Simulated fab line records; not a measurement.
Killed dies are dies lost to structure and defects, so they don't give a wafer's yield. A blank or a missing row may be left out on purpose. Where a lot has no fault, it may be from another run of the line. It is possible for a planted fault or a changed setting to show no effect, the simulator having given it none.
Which tool is to blame?    flow gf180mcu    11 lots, 33 wafers sampled, at 6 steps of a route of 602

## WHAT EACH GAUGE READ, for each wafer
GF_NWELL_OVL_MEAS_07.
lot   measured     on          NWELL_OVL (nm)
L961  day 3 12:10  overlay-01  -1.3 0.9 -0.6
L964  day 3 23:31  overlay-01  0.9 -0.1 -1.0
L965  day 4 04:32  overlay-02  -0.7 -0.8 -0.5
L968  day 5 05:38  overlay-01  -0.7 -1.3 -0.4
L971  day 6 01:58  overlay-02  -2.5 -1.5 -0.9
L973  day 6 06:11  overlay-01  -1.6 -0.7 -2.8
L974  day 6 11:43  overlay-02  -1.1 -2.7 -0.6
L980  day 7 20:56  overlay-02  0.1 -0.9 0.1
L981  day 8 02:59  overlay-02  -1.7 -0.7 -1.4
L982  day 8 10:32  overlay-02  -1.8 -1.4 -2.4
L983  day 8 11:34  overlay-01  -0.9 -1.5 -0.8

GF_MVSD_TW_MEAS_11.
lot   measured     on             MVSD_TW
L961  day 4 14:37  film metro-03  1584 1593 1597
L964  day 5 02:43  film metro-01  1568 1574 1578
L965  day 5 08:08  film metro-01  1580 1571 1589
L968  day 6 12:14  film metro-03  1580 1584 1579
L971  day 7 07:41  film metro-01  1595 1589 1597
L973  day 7 12:52  film metro-04  1574 1571 1581
L974  day 7 17:40  film metro-03  1589 1591 1582
L980  day 9 05:46  film metro-04  1580 1580 1576
L981  day 9 13:26  film metro-01  1604 1591 1597
L982  day 9 20:44  film metro-03  1584 1586 1588
L983  day 9 21:49  film metro-01  1599 1604 1601

GF_HV_LDD_TW_MEAS_23.
lot   measured      on             HV_LDD_2_TW
L961  day 10 22:48  film metro-04  1056 1055 1050
L964  day 11 11:59  film metro-04  1060 1067 1057
L965  day 11 16:26  film metro-01  1068 1068 1071
L968  day 13 06:37  film metro-03  1072 1064 1066
L971  day 14 12:41  film metro-04  30 30 30
L973  day 14 15:35  film metro-03  30 30 30
L974  day 14 23:20  film metro-03  30 30 30
L980  day 16 22:32  film metro-01  1069 1066 1067
L981  day 17 09:32  film metro-03  1059 1062 1053
L982  day 17 20:29  film metro-01  1065 1064 1062
L983  day 17 20:04  film metro-01  1062 1058 1062

## TOOL THAT RAN EACH LOT (tool first, then ch and the chambers of the sampled wafers, then the start)
lot   GF_DNWELL_STRIP_08                   GF_HV_LDD_STRIP_10                    GF_HV_LDD_STRIP_22
L961  plasma asher-03 ch 0,1, day 2 23:34  plasma asher-01 ch 0,1, day 10 04:41  plasma asher-03 ch 0,1, day 10 22:43
L964  plasma asher-01 ch 0,1, day 3 10:45  plasma asher-01 ch 0,1, day 10 17:39  plasma asher-03 ch 0,1, day 11 11:53
L965  plasma asher-03 ch 0,1, day 3 15:32  plasma asher-02 ch 0, day 10 21:39    plasma asher-01 ch 0,1, day 11 16:20
L968  plasma asher-03 ch 0,1, day 4 15:56  plasma asher-03 ch 0,1, day 12 10:47  plasma asher-01 ch 0,1, day 13 06:30
L971  plasma asher-02 ch 0,1, day 5 11:15  plasma asher-02 ch 0,1, day 13 15:39  plasma asher-03 ch 0, day 14 12:35
L973  plasma asher-01 ch 0,1, day 5 15:41  plasma asher-02 ch 0,1, day 13 18:35  plasma asher-02 ch 0,1, day 14 15:29
L974  plasma asher-03 ch 0,1, day 5 21:00  plasma asher-03 ch 0,1, day 14 01:59  plasma asher-02 ch 0,1, day 14 23:14
L980  plasma asher-02 ch 0,1, day 7 05:32  plasma asher-02 ch 0,1, day 16 00:08  plasma asher-02 ch 0,1, day 16 22:26
L981  plasma asher-03 ch 0,1, day 7 12:10  plasma asher-02 ch 0,1, day 16 10:27  plasma asher-02 ch 0,1, day 17 09:26
L982  plasma asher-01 ch 0,1, day 7 19:17  plasma asher-02 ch 0,1, day 16 20:42  plasma asher-01 ch 0, day 17 20:23
L983  plasma asher-02 ch 0,1, day 7 20:11  plasma asher-03 ch 0,1, day 16 20:40  plasma asher-01 ch 0,1, day 17 19:59
- GF_DNWELL_STRIP_08: strips in O2/N2.
- GF_HV_LDD_STRIP_10: strips in O2/N2.
- GF_HV_LDD_STRIP_22: strips in O2/N2.

## WHAT THE TOOLS THEMSELVES READ (means of the sampled wafers that have a number; where no wafer has one, the mark that the record gives instead)
GF_DNWELL_STRIP_08.
lot   tool             chamber pressure mTorr (mTorr)  drypump motor current A (A)  heater power w (W)  o2 flow sccm (sccm)  oes product au (a.u.)  strip time to endpoint s (s)
L961  plasma asher-03  1500.5                          5.2                          353                 3004                 0.720                  37.01
L964  plasma asher-01  1500.0                          5.8                          323                 2993                 0.721                  36.93
L965  plasma asher-03  1499.1                          5.2                          349                 2998                 0.723                  36.99
L968  plasma asher-03  1500.2                          5.4                          352                 2992                 0.722                  36.92
L971  plasma asher-02  1500.5                          6.1                          338                 2995                 0.721                  36.92
L973  plasma asher-01  1499.6                          5.8                          317                 2994                 0.724                  36.97
L974  plasma asher-03  1499.7                          5.2                          355                 2999                 0.722                  36.86
L980  plasma asher-02  1499.4                          6.0                          370                 2994                 0.718                  37.03
L981  plasma asher-03  1501.2                          5.4                          343                 3011                 0.725                  36.94
L982  plasma asher-01  1500.0                          5.8                          322                 2999                 0.725                  36.86
L983  plasma asher-02  1499.8                          6.1                          332                 3001                 0.721                  37.05

GF_HV_LDD_STRIP_10.
lot   tool             chamber pressure mTorr (mTorr)  drypump motor current A (A)  heater power w (W)  o2 flow sccm (sccm)  oes product au (a.u.)  strip time to endpoint s (s)
L961  plasma asher-01  1499.7                          5.8                          323                 2996                 0.716                  12.63
L964  plasma asher-01  1499.6                          5.9                          335                 2992                 0.718                  12.62
L965  plasma asher-02  1499.4                          5.9                          413                 2998                 0.721                  12.65
L968  plasma asher-03  1499.8                          5.2                          354                 2995                 0.719                  12.63
L971  plasma asher-02  -                               -                            -                   -                    -                      -
L973  plasma asher-02  -                               -                            -                   -                    -                      -
L974  plasma asher-03  -                               -                            -                   -                    -                      -
L980  plasma asher-02  1499.8                          6.0                          375                 3007                 0.718                  12.70
L981  plasma asher-02  1500.6                          6.0                          371                 2987                 0.719                  12.63
L982  plasma asher-02  1499.7                          6.1                          328                 2997                 0.715                  12.63
L983  plasma asher-03  1500.1                          5.2                          355                 2992                 0.716                  12.66

GF_HV_LDD_STRIP_22.
lot   tool             chamber pressure mTorr (mTorr)  drypump motor current A (A)  heater power w (W)  o2 flow sccm (sccm)  oes product au (a.u.)  strip time to endpoint s (s)
L961  plasma asher-03  1500.6                          5.3                          349                 3000                 0.715                  12.64
L964  plasma asher-03  1500.0                          5.3                          350                 3011                 0.716                  12.64
L965  plasma asher-01  1499.5                          5.8                          329                 3002                 0.719                  12.62
L968  plasma asher-01  1499.5                          5.8                          327                 2993                 0.718                  12.66
L971  plasma asher-03  1500.4                          5.5                          352                 3001                 0.722                  27.67
L973  plasma asher-02  1499.2                          6.1                          335                 3005                 0.721                  27.57
L974  plasma asher-02  1499.9                          6.0                          367                 2998                 0.718                  27.66
L980  plasma asher-02  1499.4                          6.1                          336                 3001                 0.720                  12.65
L981  plasma asher-02  1499.6                          6.1                          333                 3007                 0.714                  12.64
L982  plasma asher-01  1499.8                          5.7                          310                 3005                 0.715                  12.69
L983  plasma asher-01  1500.0                          5.9                          341                 2992                 0.716                  12.64

## THE ANSWER, worked out from the rows above alone
Rule: the lots themselves supply what counts as usual. The widest of any qualifying gaps counts: lots, ordered by their means at a reading, are off when they make up no more than a third of the lots, leave a main group of 4 or more, and stand apart from it by 3 or more times the standard deviation of that group's means. A main group is skipped when, at the precision printed for the reading in the tables above, its means are all equal. Also off: a lot with no number at a reading for which 4 or more lots have one. Where the step has rows for the other lots, those lots are counted as sound. The gauges are gone through in route order, then the tools' own readings, and for those a lot's mean is taken as printed above. The first step at which some lot is off is used, and at that step the reading that is off furthest; a lot without a number counts as furthest.
Off: at GF_HV_LDD_TW_MEAS_23 (HV_LDD_2_TW), L971, L973, L974. Mean 1063 and standard deviation 4.9 in the main group.
If a tool, at a process step before that reading, ran all the lots that are off and no sound lot after the first of them, it fits. Not tried: the gauges at GF_HV_LDD_TW_MEAS_23; whatever is off there is also off at GF_HV_LDD_STRIP_10, on other tools, and gauge error can't account for it. Not one of the candidates tried fits.

## WHAT THE SIMULATOR PUT IN
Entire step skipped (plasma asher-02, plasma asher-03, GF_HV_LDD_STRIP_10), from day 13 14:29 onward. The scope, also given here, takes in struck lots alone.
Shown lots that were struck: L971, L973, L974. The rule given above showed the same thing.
